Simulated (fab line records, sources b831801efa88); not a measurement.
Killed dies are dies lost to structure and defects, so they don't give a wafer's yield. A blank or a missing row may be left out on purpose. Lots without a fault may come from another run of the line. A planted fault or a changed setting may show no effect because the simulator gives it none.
fab line records | flow sky130
record lots=11 wafers=33 last_day=50
route steps=708 shown METAL1@450 VIA1@471 METAL2@485 PAD_OPEN@708
lots that met no fault: from a run of the same line without faults
start_h: hours from the record's first day to the start of the lot's first wafer shown | wait_h: hours since the lot's step before | " the same as in the row above | L1.1+2: a row that stands for several wafers | - no value, or no start given | * or withheld: withheld | < > ~ a bound
route shown NAME@n: a module of which the file shows steps, and the number in the route of the first | usual: mean/standard deviation of fault-free wafers | same: alike in all rows | chamber/n: place in a boat | sites: the reading at each site | _std_site: their standard deviation | _edge_site: outer sites' mean less inner sites' | radius_mm: how far each site lies from the wafer's centre | mask NAME#n: copy n | behind: the tool/chamber that last shaped the wafer | hold: why the lot was held/for how many hours/how that ended | device: the transistor (n, p or np) that didn't switch | end of line: the same wafers' tests at the end of the route | a step without rows: its recipe alone | killed: dies lost to structure and defects at the first sort, not the wafer's yield | map: a wafer's dies, x killed, . not, _ none there
set.NAME: the setting as run; set.NAME@STEP: as run at that earlier step | model.NAME: the simulator's own value behind a step, which no gauge read
steps of the route over a sample of lots; a table a step, a row a wafer
services: from which hour (start_h, from the record's first day; less than 0 if before it) a tool's chamber was out of use, for how many hours, and why
## steps
# step SKY_METAL1_OVL_MEAS_16
# usual METAL1_OVL=-4/5.6
# columns lot.wafer tool chamber start_h wait_h METAL1_OVL[nm]
L158.4 overlay-02 - 763.50 0.1 5
L158.5 " - " " 5
L158.6 " - " " 0
L159.3 overlay-01 - 782.42 0.1 -5
L159.5 " - " " -11
L159.6 " - " " 1
L165.3 overlay-01 - 831.85 0.1 3
L165.5 " - " " 2
L165.6 " - " " -9
L166.2 overlay-01 - 843.91 0.1 1
L166.3 " - " " 7
L166.4 " - " " 2
L169.2 overlay-01 - 853.24 0.1 1
L169.4 " - " " 2
L169.5 " - " " 2
L170.1 overlay-02 - 869.88 0.1 -6
L170.3 " - " " -7
L170.5 " - " " -4
L171.3 overlay-02 - 877.52 0.1 -8
L171.4 " - " " -5
L171.5 " - " " -3
L174.1 overlay-01 - 897.80 0.1 1
L174.4 " - " " 3
L174.5 " - " " 5
L176.1 overlay-02 - 906.10 0.1 4
L176.2 " - " " 6
L176.5 " - " " -6
L178.1 overlay-02 - 914.73 0.1 -9
L178.3 " - " " -12
L178.4 " - " " 1
L179.1 overlay-01 - 926.80 0.1 -4
L179.2 " - " " -8
L179.5 " - " " 2
# step SKY_VIA1_OVL_MEAS_13
# usual VIA1_OVL=1/4.8
# columns lot.wafer tool chamber start_h wait_h VIA1_OVL[nm]
L158.4 overlay-01 - 790.30 0.1 -9
L158.5 " - " " 5
L158.6 " - " " -1
L159.3 overlay-01 - 811.22 0.1 6
L159.5 " - " " 5
L159.6 " - " " 4
L165.3 overlay-02 - 859.12 0.1 7
L165.5 " - " " 2
L165.6 " - " " -7
L166.2 overlay-01 - 871.96 0.1 -5
L166.3 " - " " 3
L166.4 " - " " 0
L169.2 overlay-01 - 880.93 0.1 -10
L169.4 " - " " -5
L169.5 " - " " -7
L170.1 overlay-02 - 897.62 0.1 -6
L170.3 " - " " 2
L170.5 " - " " -1
L171.3 overlay-01 - 904.55 0.1 8
L171.4 " - " " 5
L171.5 " - " " -1
L174.1 overlay-02 - 924.23 0.1 3
L174.4 " - " " 3
L174.5 " - " " 12
L176.1 overlay-01 - 931.97 0.1 6
L176.2 " - " " -7
L176.5 " - " " 0
L178.1 overlay-02 - 940.57 0.1 12
L178.3 " - " " 5
L178.4 " - " " -1
L179.1 overlay-01 - 953.17 0.1 2
L179.2 " - " " -7
L179.5 " - " " 0
# step SKY_VIA1_THK_MEAS_23
# recipe thk_meas_gauge=xrf reads=W_of_VIA1_CVD_21
# usual VIA1_W_THK=264/3.2
# columns lot.wafer tool chamber start_h wait_h VIA1_W_THK[nm]
L158.4 film_metro-03 - 791.38 0.1 269
L158.5 " - " " 270
L158.6 " - " " 266
L159.3 film_metro-04 - 812.27 0.1 260
L159.5 " - " " 262
L159.6 " - " " 260
L165.3 film_metro-03 - 860.12 0.1 267
L165.5 " - " " 267
L165.6 " - " " 268
L166.2 film_metro-02 - 872.96 0.1 261
L166.3 " - " " 261
L166.4 " - " " 264
L169.2 film_metro-03 - 881.92 0.1 264
L169.4 " - " " 264
L169.5 " - " " 265
L170.1 film_metro-03 - 898.65 0.1 265
L170.3 " - " " 265
L170.5 " - " " 260
L171.3 film_metro-02 - 905.54 0.1 267
L171.4 " - " " 269
L171.5 " - " " 268
L174.1 film_metro-02 - 925.31 0.1 268
L174.4 " - " " 262
L174.5 " - " " 266
L176.1 film_metro-03 - 932.96 0.1 265
L176.2 " - " " 259
L176.5 " - " " 262
L178.1 film_metro-02 - 941.56 0.1 262
L178.3 " - " " 260
L178.4 " - " " 267
L179.1 film_metro-02 - 954.20 0.1 267
L179.2 " - " " 272
L179.5 " - " " 266
# step SKY_METAL2_SPUTTER_02
# recipe material=AlCu target_thk_nm=250 power_w=10600 time_s=13.3 chamber_pressure_pa=0.4
# usual chamber_pressure_pa=0.3998/0.0011 throttle_valve_pct=30.1/1.2
# columns lot.wafer tool chamber start_h wait_h chamber_pressure_pa throttle_valve_pct
L158.4 pvd_sputter-02 - 791.76 0.0 0.4002 28.5
L158.5 " - " " 0.4004 29.6
L158.6 " - " " 0.4011 28.4
L159.3 pvd_sputter-04 - 812.66 0.0 0.4004 29.5
L159.5 " - " " 0.3990 29.4
L159.6 " - " " 0.3988 29.6
L165.3 pvd_sputter-01 - 860.50 0.0 0.3306 31.5
L165.5 " - " " 0.3311 36.0
L165.6 " - " " 0.3297 31.6
L166.2 pvd_sputter-01 - 873.35 0.0 0.3314 35.9
L166.3 " - " " 0.3292 33.2
L166.4 " - " " 0.3306 31.5
L169.2 pvd_sputter-04 - 882.32 0.0 0.3999 29.3
L169.4 " - " " 0.3989 30.4
L169.5 " - " " 0.3992 30.5
L170.1 pvd_sputter-02 - 899.05 0.0 0.4001 31.0
L170.3 " - " " 0.3996 31.5
L170.5 " - " " 0.4004 31.3
L171.3 pvd_sputter-02 - 905.93 0.0 0.4016 30.1
L171.4 " - " " 0.4005 31.2
L171.5 " - " " 0.4011 30.1
L174.1 pvd_sputter-02 - 925.98 0.0 0.3994 30.3
L174.4 " - " " 0.4009 31.0
L174.5 " - " " 0.3995 29.9
L176.1 pvd_sputter-04 - 933.37 0.0 0.3985 29.5
L176.2 " - " " 0.3996 28.9
L176.5 " - " " 0.3980 30.4
L178.1 pvd_sputter-02 - 941.97 0.0 0.3987 29.9
L178.3 " - " " 0.4006 31.4
L178.4 " - " " 0.4013 28.9
L179.1 pvd_sputter-04 - 954.61 0.0 0.4003 30.5
L179.2 " - " " 0.4009 29.1
L179.5 " - " " 0.3998 29.6
# step SKY_METAL2_RS_MEAS_05
# recipe thk_meas_gauge=four-point-probe reads=TiN_of_METAL2_SPUTTER_04+Ti_of_METAL2_SPUTTER_03+AlCu_of_METAL2_SPUTTER_02+TiN_of_METAL2_SPUTTER_01+Ti_of_METAL2_SPUTTER_00
# usual METAL2_ALCU_RS=0.1260/0.0013
# columns lot.wafer tool chamber start_h wait_h METAL2_ALCU_RS[ohm/sq]
L158.4 film_metro-01 - 791.91 0.1 0.1253
L158.5 " - " " 0.1255
L158.6 " - " " 0.1254
L159.3 film_metro-04 - 812.79 0.1 0.1243
L159.5 " - " " 0.1261
L159.6 " - " " 0.1254
L165.3 film_metro-01 - 860.64 0.1 0.1208
L165.5 " - " " 0.1199
L165.6 " - " " 0.1204
L166.2 film_metro-04 - 873.47 0.0 0.1198
L166.3 " - " " 0.1197
L166.4 " - " " 0.1191
L169.2 film_metro-03 - 882.43 0.0 0.1238
L169.4 " - " " 0.1247
L169.5 " - " " 0.1250
L170.1 film_metro-03 - 899.15 0.0 0.1236
L170.3 " - " " 0.1242
L170.5 " - " " 0.1238
L171.3 film_metro-04 - 906.06 0.1 0.1276
L171.4 " - " " 0.1268
L171.5 " - " " 0.1279
L174.1 film_metro-01 - 926.07 0.0 0.1267
L174.4 " - " " 0.1252
L174.5 " - " " 0.1273
L176.1 film_metro-01 - 933.46 0.0 0.1258
L176.2 " - " " 0.1267
L176.5 " - " " 0.1262
L178.1 film_metro-03 - 942.06 0.0 0.1242
L178.3 " - " " 0.1232
L178.4 " - " " 0.1237
L179.1 film_metro-01 - 954.70 0.0 0.1255
L179.2 " - " " 0.1252
L179.5 " - " " 0.1252
# step SKY_METAL2_THK_MEAS_06
# recipe thk_meas_gauge=xrf reads=AlCu_of_METAL2_SPUTTER_02
# usual METAL2_ALCU_THK=250/3.1
# columns lot.wafer tool chamber start_h wait_h METAL2_ALCU_THK[nm]
L158.4 film_metro-01 - 792.00 0.1 250
L158.5 " - " " 249
L158.6 " - " " 251
L159.3 film_metro-04 - 812.89 0.1 253
L159.5 " - " " 249
L159.6 " - " " 249
L165.3 film_metro-01 - 860.74 0.1 255
L165.5 " - " " 260
L165.6 " - " " 258
L166.2 film_metro-04 - 873.58 0.1 259
L166.3 " - " " 257
L166.4 " - " " 260
L169.2 film_metro-03 - 882.54 0.1 255
L169.4 " - " " 254
L169.5 " - " " 254
L170.1 film_metro-03 - 899.27 0.1 255
L170.3 " - " " 256
L170.5 " - " " 258
L171.3 film_metro-04 - 906.16 0.1 246
L171.4 " - " " 247
L171.5 " - " " 245
L174.1 film_metro-01 - 926.19 0.1 249
L174.4 " - " " 254
L174.5 " - " " 248
L176.1 film_metro-01 - 933.58 0.1 250
L176.2 " - " " 249
L176.5 " - " " 250
L178.1 film_metro-03 - 942.18 0.1 252
L178.3 " - " " 257
L178.4 " - " " 254
L179.1 film_metro-01 - 954.82 0.1 253
L179.2 " - " " 254
L179.5 " - " " 254
# step SKY_PAD_OPEN_PROBE_99
# usual defect_limited_yield=82.4/1.7 killed_at_M0_to_M3=43/6.4 killed_at_M4_up=3.5/1.8 killed_at_contacts=25/5.7 killed_at_front_end=15/3.9 killed_at_other=0.3/0.67 killed_dies=87/8.6 killed_open=47/6.7 killed_short=39/5.9 sort_bin_3_pad_short=0.9/0.43 sort_bin_5_function=10.4/1.3 sort_bin_6_memory=6.3/1.1 sort_n_pass=405/8.6 sort_yield_pct=82.4/1.7
# same gross_dies=492 killed_at_back_side=0 sort_bin_4_leakage[%]=0 sort_bin_8_speed[%]=0
# columns lot.wafer tool chamber start_h wait_h defect_limited_yield[%] killed_at_M0_to_M3 killed_at_M4_up killed_at_contacts killed_at_front_end killed_at_other killed_dies killed_open killed_short sort_bin_3_pad_short[%] sort_bin_5_function[%] sort_bin_6_memory[%] sort_n_pass sort_yield_pct[%]
L158.4 prober-01 - 1074.68 0.2 82.5 46 4 20 15 1 86 44 42 0.6 10.2 6.7 406 82.5
L158.5 prober-01 - 1074.73 0.2 81.5 52 2 26 11 0 91 57 34 0.4 11.2 6.9 401 81.5
L158.6 prober-01 - 1074.78 0.2 81.9 32 6 32 19 0 89 44 44 1.2 12.2 4.7 403 81.9
L159.3 prober-01 - 1088.53 0.2 82.7 41 3 32 9 0 85 44 41 0.8 11.2 5.3 407 82.7
L159.5 prober-01 - 1088.63 0.2 82.1 38 3 29 18 0 88 46 41 0.8 12.8 4.3 404 82.1
L159.6 prober-01 - 1088.68 0.2 84.1 34 4 28 12 0 78 43 34 0.6 11.0 4.3 414 84.1
L165.3 prober-02 - 1125.52 0.2 80.1 43 1 34 20 0 98 66 31 0.2 12.6 7.1 394 80.1
L165.5 prober-02 - 1125.62 0.2 80.7 43 6 25 21 0 95 50 44 0.6 12.4 6.3 397 80.7
L165.6 prober-02 - 1125.67 0.2 83.5 37 5 23 15 1 81 48 32 0.8 10.0 5.7 411 83.5
L166.2 prober-01 - 1137.51 0.1 82.3 41 1 23 22 0 87 50 37 1.0 11.0 5.7 405 82.3
L166.3 prober-01 - 1137.56 0.2 81.5 40 3 28 19 1 91 45 46 0.6 11.8 6.1 401 81.5
L166.4 prober-01 - 1137.61 0.2 81.3 48 1 19 24 0 92 51 41 0.6 10.8 7.3 400 81.3
L169.2 prober-02 - 1144.38 0.1 82.7 35 5 29 16 0 85 55 30 1.0 8.3 7.9 407 82.7
L169.4 prober-02 - 1144.48 0.2 82.3 41 5 26 14 1 87 48 39 1.0 10.8 5.9 405 82.3
L169.5 prober-02 - 1144.53 0.2 84.1 44 1 21 12 0 78 41 36 1.0 10.0 4.9 414 84.1
L170.1 prober-01 - 1154.34 0.1 84.1 40 3 22 12 1 78 44 34 0.8 9.3 5.7 414 84.1
L170.3 prober-01 - 1154.44 0.2 81.1 50 2 30 11 0 93 54 39 1.2 9.6 8.1 399 81.1
L170.5 prober-01 - 1154.54 0.2 80.1 49 3 31 15 0 98 65 33 0.4 12.0 7.5 394 80.1
L171.3 prober-02 - 1159.96 0.2 80.9 47 2 21 23 1 94 53 40 1.0 12.0 6.1 398 80.9
L171.4 prober-02 - 1160.01 0.2 81.7 53 7 17 13 0 90 47 43 1.0 10.4 6.9 402 81.7
L171.5 prober-02 - 1160.06 0.2 77.8 57 5 32 15 0 109 60 49 1.8 13.0 7.3 383 77.8
L174.1 prober-01 - 1173.26 0.1 84.8 30 3 33 9 0 75 35 40 0.8 10.0 4.5 417 84.8
L174.4 prober-01 - 1173.41 0.2 83.1 37 7 26 11 2 83 42 40 0.6 10.4 5.9 409 83.1
L174.5 prober-01 - 1173.46 0.2 81.1 41 1 26 25 0 93 54 39 1.4 9.6 7.9 399 81.1
L176.1 prober-01 - 1180.09 0.1 80.9 50 4 26 14 0 94 36 58 2.0 12.4 4.7 398 80.9
L176.2 prober-01 - 1180.14 0.1 82.1 41 4 32 11 0 88 49 39 0.6 11.0 6.3 404 82.1
L176.5 prober-01 - 1180.29 0.2 82.3 47 8 20 11 1 87 55 32 0.2 11.4 6.1 405 82.3
L178.1 prober-01 - 1184.56 0.1 85.2 37 1 22 13 0 73 40 33 0.4 9.3 5.1 419 85.2
L178.3 prober-01 - 1184.66 0.2 81.1 41 1 36 15 0 93 54 39 0.8 11.4 6.7 399 81.1
L178.4 prober-01 - 1184.71 0.2 80.7 48 2 27 17 1 95 52 43 1.8 9.6 7.9 397 80.7
L179.1 prober-02 - 1192.49 0.1 78.7 45 4 38 17 1 105 49 55 1.2 12.0 8.1 387 78.7
L179.2 prober-02 - 1192.54 0.1 79.7 50 2 31 15 2 100 53 46 1.8 11.4 7.1 392 79.7
L179.5 prober-02 - 1192.69 0.2 80.7 52 0 29 13 1 95 53 41 1.0 11.2 7.1 397 80.7
# killed by level:class
L158.4 CONTACT:geometric_particle:open=11 VIA1:geometric_particle:open=10 METAL2:geometric_particle:short=6 FIELD_ISO:geometric_particle:open=5 VIA1:geometric_particle:short=5 METAL1:geometric_particle:short=5 VIA2:geometric_particle:open=5 VIA3:geometric_particle:short=4
L158.5 VIA2:geometric_particle:open=11 LI_CONTACT:geometric_particle:open=10 VIA3:geometric_particle:open=8 CONTACT:geometric_particle:open=8 METAL2:geometric_particle:short=8 VIA1:geometric_particle:open=7 VIA2:geometric_particle:short=5 FIELD_ISO:geometric_particle:short=4
L158.6 LI_CONTACT:geometric_particle:open=12 METAL1:geometric_particle:short=8 LOCAL_INTERCONNECT:geometric_particle:short=7 FIELD_ISO:geometric_particle:open=6 VIA1:geometric_particle:open=6 CONTACT:geometric_particle:open=6 METAL2:geometric_particle:short=5 FIELD_ISO:geometric_particle:short=4
L159.3 LI_CONTACT:geometric_particle:open=8 VIA1:geometric_particle:open=8 CONTACT:geometric_particle:open=7 VIA1:geometric_particle:short=7 LI_CONTACT:geometric_particle:short=6 VIA3:geometric_particle:open=6 CONTACT:geometric_particle:short=5 METAL2:geometric_particle:short=5
L159.5 CONTACT:geometric_particle:open=9 LOCAL_INTERCONNECT:geometric_particle:short=7 VIA1:geometric_particle:open=7 VIA3:geometric_particle:open=7 FIELD_ISO:geometric_particle:short=6 FIELD_ISO:geometric_particle:open=5 METAL2:geometric_particle:short=5 VIA2:geometric_particle:open=5
L159.6 CONTACT:geometric_particle:open=13 VIA1:geometric_particle:open=8 LOCAL_INTERCONNECT:geometric_particle:short=5 METAL2:geometric_particle:short=5 METAL2:geometric_particle:open=5 VIA2:geometric_particle:open=5 LI_CONTACT:geometric_particle:open=4 CONTACT:geometric_particle:short=4
L165.3 CONTACT:geometric_particle:open=18 VIA1:geometric_particle:open=11 VIA3:geometric_particle:open=9 VIA2:geometric_particle:open=7 POLY_GATE:geometric_particle:open=6 LOCAL_INTERCONNECT:geometric_particle:short=6 VIA1:geometric_particle:short=5 FIELD_ISO:geometric_particle:short=4
L165.5 CONTACT:geometric_particle:open=12 POLY_GATE:geometric_particle:open=9 VIA1:geometric_particle:open=9 METAL2:geometric_particle:short=8 METAL1:geometric_particle:short=7 METAL4:geometric_particle:short=6 METAL1:geometric_particle:open=5 VIA1:geometric_particle:short=5
L165.6 CONTACT:geometric_particle:open=11 VIA1:geometric_particle:open=11 FIELD_ISO:geometric_particle:open=7 METAL1:geometric_particle:short=7 METAL4:geometric_particle:short=5 METAL3:geometric_particle:short=5 VIA3:geometric_particle:open=5 LI_CONTACT:geometric_particle:open=4
L166.2 VIA1:geometric_particle:open=11 CONTACT:geometric_particle:open=10 POLY_GATE:geometric_particle:short=7 VIA3:geometric_particle:open=7 CONTACT:geometric_particle:short=6 FIELD_ISO:geometric_particle:open=5 FIELD_ISO:geometric_particle:short=5 LI_CONTACT:geometric_particle:open=5
L166.3 CONTACT:geometric_particle:open=11 LI_CONTACT:geometric_particle:open=7 METAL2:geometric_particle:short=7 VIA3:geometric_particle:open=7 METAL1:geometric_particle:short=6 FIELD_ISO:geometric_particle:short=5 FIELD_ISO:geometric_particle:open=5 VIA1:geometric_particle:open=5
L166.4 VIA1:geometric_particle:open=15 CONTACT:geometric_particle:open=7 METAL2:geometric_particle:short=6 FIELD_ISO:geometric_particle:short=5 METAL1:geometric_particle:short=5 VIA3:geometric_particle:open=5 FIELD_ISO:geometric_particle:open=4 POLY_GATE:geometric_particle:open=4
L169.2 LI_CONTACT:geometric_particle:open=11 VIA1:geometric_particle:open=10 VIA2:geometric_particle:open=7 CONTACT:geometric_particle:open=6 METAL1:geometric_particle:short=6 POLY_GATE:geometric_particle:short=4 POLY_GATE:geometric_particle:open=4 LOCAL_INTERCONNECT:geometric_particle:short=4
L169.4 CONTACT:geometric_particle:open=9 VIA1:geometric_particle:open=8 LI_CONTACT:geometric_particle:open=7 VIA3:geometric_particle:open=6 POLY_GATE:geometric_particle:open=5 LI_CONTACT:geometric_particle:short=4 VIA1:geometric_particle:short=4 METAL3:geometric_particle:short=4
L169.5 LI_CONTACT:geometric_particle:open=9 METAL1:geometric_particle:short=7 VIA3:geometric_particle:open=6 VIA1:geometric_particle:open=6 VIA2:geometric_particle:short=6 VIA3:geometric_particle:short=5 CONTACT:geometric_particle:open=5 FIELD_ISO:geometric_particle:open=4
L170.1 CONTACT:geometric_particle:open=10 VIA1:geometric_particle:open=10 VIA3:geometric_particle:open=8 FIELD_ISO:geometric_particle:short=6 VIA2:geometric_particle:open=5 POLY_GATE:geometric_particle:short=4 LI_CONTACT:geometric_particle:open=4 VIA3:geometric_particle:short=4
L170.3 VIA1:geometric_particle:open=13 LI_CONTACT:geometric_particle:open=12 CONTACT:geometric_particle:open=9 VIA3:geometric_particle:open=7 METAL3:geometric_particle:short=7 VIA2:geometric_particle:open=6 VIA1:geometric_particle:short=5 CONTACT:geometric_particle:short=5
L170.5 VIA1:geometric_particle:open=18 CONTACT:geometric_particle:open=14 LI_CONTACT:geometric_particle:open=8 METAL1:geometric_particle:short=8 VIA3:geometric_particle:open=8 VIA2:geometric_particle:open=6 FIELD_ISO:geometric_particle:short=5 LOCAL_INTERCONNECT:geometric_particle:short=4
L171.3 CONTACT:geometric_particle:open=10 METAL2:geometric_particle:short=10 VIA2:geometric_particle:open=9 FIELD_ISO:geometric_particle:open=8 FIELD_ISO:geometric_particle:short=6 VIA1:geometric_particle:open=6 METAL1:geometric_particle:short=5 VIA3:geometric_particle:open=5
L171.4 VIA2:geometric_particle:open=9 VIA3:geometric_particle:open=9 CONTACT:geometric_particle:open=7 VIA1:geometric_particle:short=7 VIA1:geometric_particle:open=7 METAL2:geometric_particle:short=6 FIELD_ISO:geometric_particle:open=5 METAL1:geometric_particle:short=5
L171.5 VIA1:geometric_particle:open=16 LI_CONTACT:geometric_particle:open=11 CONTACT:geometric_particle:open=10 METAL2:geometric_particle:short=8 VIA1:geometric_particle:short=7 VIA3:geometric_particle:open=6 VIA2:geometric_particle:open=5 LI_CONTACT:geometric_particle:short=5
L174.1 CONTACT:geometric_particle:open=10 LI_CONTACT:geometric_particle:open=7 CONTACT:geometric_particle:short=7 METAL2:geometric_particle:short=6 VIA3:geometric_particle:open=5 FIELD_ISO:geometric_particle:short=4 LOCAL_INTERCONNECT:geometric_particle:open=4 LOCAL_INTERCONNECT:geometric_particle:short=4
L174.4 CONTACT:geometric_particle:open=8 VIA2:geometric_particle:open=7 VIA1:geometric_particle:open=7 METAL1:geometric_particle:short=7 LOCAL_INTERCONNECT:geometric_particle:short=6 CONTACT:geometric_particle:short=6 METAL4:geometric_particle:short=5 VIA3:geometric_particle:open=4
L174.5 CONTACT:geometric_particle:open=12 METAL1:geometric_particle:short=8 VIA1:geometric_particle:open=7 FIELD_ISO:geometric_particle:short=6 VIA2:geometric_particle:open=6 POLY_GATE:geometric_particle:open=5 LI_CONTACT:geometric_particle:open=5 METAL3:geometric_particle:short=5
L176.1 VIA1:geometric_particle:open=10 VIA1:geometric_particle:short=9 LI_CONTACT:geometric_particle:open=7 CONTACT:geometric_particle:open=7 METAL1:geometric_particle:short=7 METAL3:geometric_particle:short=6 FIELD_ISO:geometric_particle:short=5 LI_CONTACT:geometric_particle:short=5
L176.2 CONTACT:geometric_particle:open=12 LI_CONTACT:geometric_particle:open=9 VIA1:geometric_particle:open=7 CONTACT:geometric_particle:short=6 VIA3:geometric_particle:open=6 FIELD_ISO:geometric_particle:open=5 VIA2:geometric_particle:short=5 METAL1:geometric_particle:short=5
L176.5 VIA1:geometric_particle:open=16 CONTACT:geometric_particle:open=7 METAL1:geometric_particle:short=7 VIA3:geometric_particle:open=7 LOCAL_INTERCONNECT:geometric_particle:short=6 VIA2:geometric_particle:open=6 METAL2:geometric_particle:short=5 METAL4:geometric_particle:short=4
L178.1 VIA1:geometric_particle:open=8 VIA3:geometric_particle:open=8 CONTACT:geometric_particle:open=7 VIA2:geometric_particle:open=6 CONTACT:geometric_particle:short=6 LOCAL_INTERCONNECT:geometric_particle:short=5 LI_CONTACT:geometric_particle:open=4 VIA3:geometric_particle:short=4
L178.3 CONTACT:geometric_particle:open=17 LI_CONTACT:geometric_particle:open=7 VIA2:geometric_particle:open=7 LOCAL_INTERCONNECT:geometric_particle:short=6 VIA1:geometric_particle:open=6 METAL2:geometric_particle:short=6 FIELD_ISO:geometric_particle:open=5 VIA3:geometric_particle:short=5
L178.4 LI_CONTACT:geometric_particle:open=13 VIA1:geometric_particle:open=8 VIA3:geometric_particle:open=8 FIELD_ISO:geometric_particle:short=7 VIA2:geometric_particle:open=7 LOCAL_INTERCONNECT:geometric_particle:short=6 METAL2:geometric_particle:short=5 FIELD_ISO:geometric_particle:open=4
L179.1 CONTACT:geometric_particle:open=12 LI_CONTACT:geometric_particle:open=10 VIA1:geometric_particle:open=10 LOCAL_INTERCONNECT:geometric_particle:short=6 VIA1:geometric_particle:short=6 FIELD_ISO:geometric_particle:short=5 LI_CONTACT:geometric_particle:short=5 CONTACT:geometric_particle:short=5
L179.2 VIA3:geometric_particle:open=11 CONTACT:geometric_particle:open=10 LOCAL_INTERCONNECT:geometric_particle:short=8 METAL1:geometric_particle:short=7 FIELD_ISO:geometric_particle:open=6 VIA2:geometric_particle:short=6 CONTACT:geometric_particle:short=5 LI_CONTACT:geometric_particle:open=5
L179.5 CONTACT:geometric_particle:open=13 VIA1:geometric_particle:open=11 VIA2:geometric_particle:short=10 VIA2:geometric_particle:open=9 FIELD_ISO:geometric_particle:open=6 LI_CONTACT:geometric_particle:open=6 LOCAL_INTERCONNECT:geometric_particle:short=6 VIA3:geometric_particle:short=5
## services
# columns tool chamber start_h hours kind
pvd_sputter-04 - 800.11 2.0 repair
pvd_sputter-01 1 880.47 - consumable_replace:kit
pvd_sputter-01 1 880.47 18.0 scheduled_down
pvd_sputter-01 1 880.47 18.0 vent_cycle
pvd_sputter-02 0 912.47 - consumable_replace:kit
pvd_sputter-02 0 912.47 18.0 scheduled_down
pvd_sputter-02 0 912.47 18.0 vent_cycle
pvd_sputter-02 - 914.11 4.6 repair
## key
first_sign step=SKY_METAL2_SPUTTER_02 reading=chamber_pressure_pa direction=down sigmas=61 usual=0.3998 struck=0.3304
effect step=SKY_METAL2_SPUTTER_02 reading=throttle_valve_pct direction=up sigmas=2.7 usual=30.1 struck=33.3
effect step=SKY_METAL2_RS_MEAS_05 reading=METAL2_ALCU_RS direction=down sigmas=4.5 usual=0.1260 struck=0.1199
effect step=SKY_METAL2_THK_MEAS_06 reading=METAL2_ALCU_THK direction=up sigmas=2.6 usual=250 struck=258
met_at SKY_METAL2_SPUTTER_02
struck_lots L165,L166
not_acting_at SKY_METAL1_OVL_MEAS_16,SKY_VIA1_OVL_MEAS_13,SKY_VIA1_THK_MEAS_23
fault kind=process_parameter_drift tool=pvd_sputter-01 chamber=- onset_h=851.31 steps=SKY_METAL2_SPUTTER_02 channel=chamber_pressure_pa offset=-0.069392 shape=step end_h=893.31 acts_in=these_recipes_only stated=0.4
